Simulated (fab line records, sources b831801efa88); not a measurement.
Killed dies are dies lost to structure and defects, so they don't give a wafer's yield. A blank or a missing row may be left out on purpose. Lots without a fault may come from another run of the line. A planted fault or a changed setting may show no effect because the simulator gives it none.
A struck lot beside a sound one | flow sfq_line | 17 steps out of a route of 325
Sound: wafers L722.1, L722.4, L722.6. Struck: wafer L731.4. (L731.2 of the same lot was not struck and is left out.) The cause comes at the end.
At each step with rows: each side's tool, then ch and its chambers, then its first start. Under that, the readings that differ: sound wafers | struck wafers | difference of the means | sigmas: that difference in standard deviations of wafers without a fault.
alike: readings whose means differ by less than 2 such deviations, and words and numbers that are the same on both sides. not compared: withheld readings, readings that some wafer has no value for, bounds like >300 that may hide the same value, and numbers for which the record gives no deviation and whose values overlap.
The two part at a step that has a row with sigmas, a row that says differs or no value, or rows on one side only. Numbers that don't overlap but have no deviation are shown without sigmas and don't part them. A reading that every wafer of one side lacks parts them only if that side has two wafers or more.

SFQ_TRILAYER_I7_VIA_STRIP_STRIP_191: strips in O2.
  sound on rie_metal-02 ch 0,1, day 69 03:26; struck on rie_metal-04 ch 0, day 71 15:32
  alike: drypump_motor_current_A, oes_product_au
  not compared: rf_hours_counter_h
then, 8 steps without rows for these wafers: SFQ_TRILAYER_I7_VIA_STRIP_SOLV_CLEAN_192 (cleans in NMP, time 600 s); SFQ_TRILAYER_M8_LITHO_LOR_COAT_197; SFQ_TRILAYER_M8_LITHO_LOR_BAKE_198; SFQ_TRILAYER_M8_LITHO_COAT_193 (resist thk 600 nm); SFQ_TRILAYER_M8_LITHO_SOFTBAKE_199; SFQ_TRILAYER_M8_LITHO_EXPOSE_194 (exposes mask M8, target cd 2000 nm); SFQ_TRILAYER_M8_LITHO_PEB_196 (peb time 60 s); SFQ_TRILAYER_M8_LITHO_DEVELOP_195 (img clear 15 s, time 55 s).
SFQ_M8_OVL_MEAS_948:
  sound on overlay-02, day 70 02:41; struck on overlay-02, day 72 04:38
  alike: M8_OVL
then, 2 steps without rows for these wafers: SFQ_TRILAYER_M8_DEP_EVAP_197 (material Ti, target thk 20 nm, time 100 s); SFQ_TRILAYER_M8_DEP_EVAP_198 (material Pt, target thk 50 nm, time 250 s).
SFQ_TRILAYER_M8_DEP_EVAP_196: material Au, target thk 180 nm, time 900 s.
  sound on pvd_sputter-01, day 70 02:56; struck on pvd_sputter-02, day 72 04:53
  reading                                          | sound             | struck | difference | sigmas
  model.Au_of_TRILAYER_M8_DEP_EVAP_196.thk_nm (nm) | 184.3 181.1 182.1 | 188.2  | +5.7       |
SFQ_M8_RS_MEAS_949: measures by four-point-probe.
  sound on film_metro-02, day 70 03:28; struck on film_metro-02, day 72 05:26
  reading           | sound                | struck | difference | sigmas
  M8_AU_RS (ohm/sq) | 0.1502 0.1529 0.1521 | 0.1468 | -0.0049    | -2
SFQ_M8_THK_MEAS_950: measures by xrf.
  sound on film_metro-02, day 70 03:35; struck on film_metro-02, day 72 05:32
  alike: M8_AU_THK
then, 1 step without rows for these wafers: SFQ_TRILAYER_M8_LIFTOFF_LIFTOFF_197 (chemistry NMP, time 600 s).
SFQ_M8_BOW_MEAS_951:
  sound on film_metro-01, day 70 03:49; struck on film_metro-01, day 72 05:47
  reading               | sound                | struck | difference | sigmas
  model.etest.m8.ohm_sq | 0.1502 0.1529 0.1521 | 0.1471 | -0.0046    |
  alike: M8_BOW

WHERE THEY PART
Only at SFQ_M8_RS_MEAS_949, within this record. Later steps at which nothing parts them and some readings are alike: SFQ_M8_THK_MEAS_950, SFQ_M8_BOW_MEAS_951.

WHY: what the simulator had put in
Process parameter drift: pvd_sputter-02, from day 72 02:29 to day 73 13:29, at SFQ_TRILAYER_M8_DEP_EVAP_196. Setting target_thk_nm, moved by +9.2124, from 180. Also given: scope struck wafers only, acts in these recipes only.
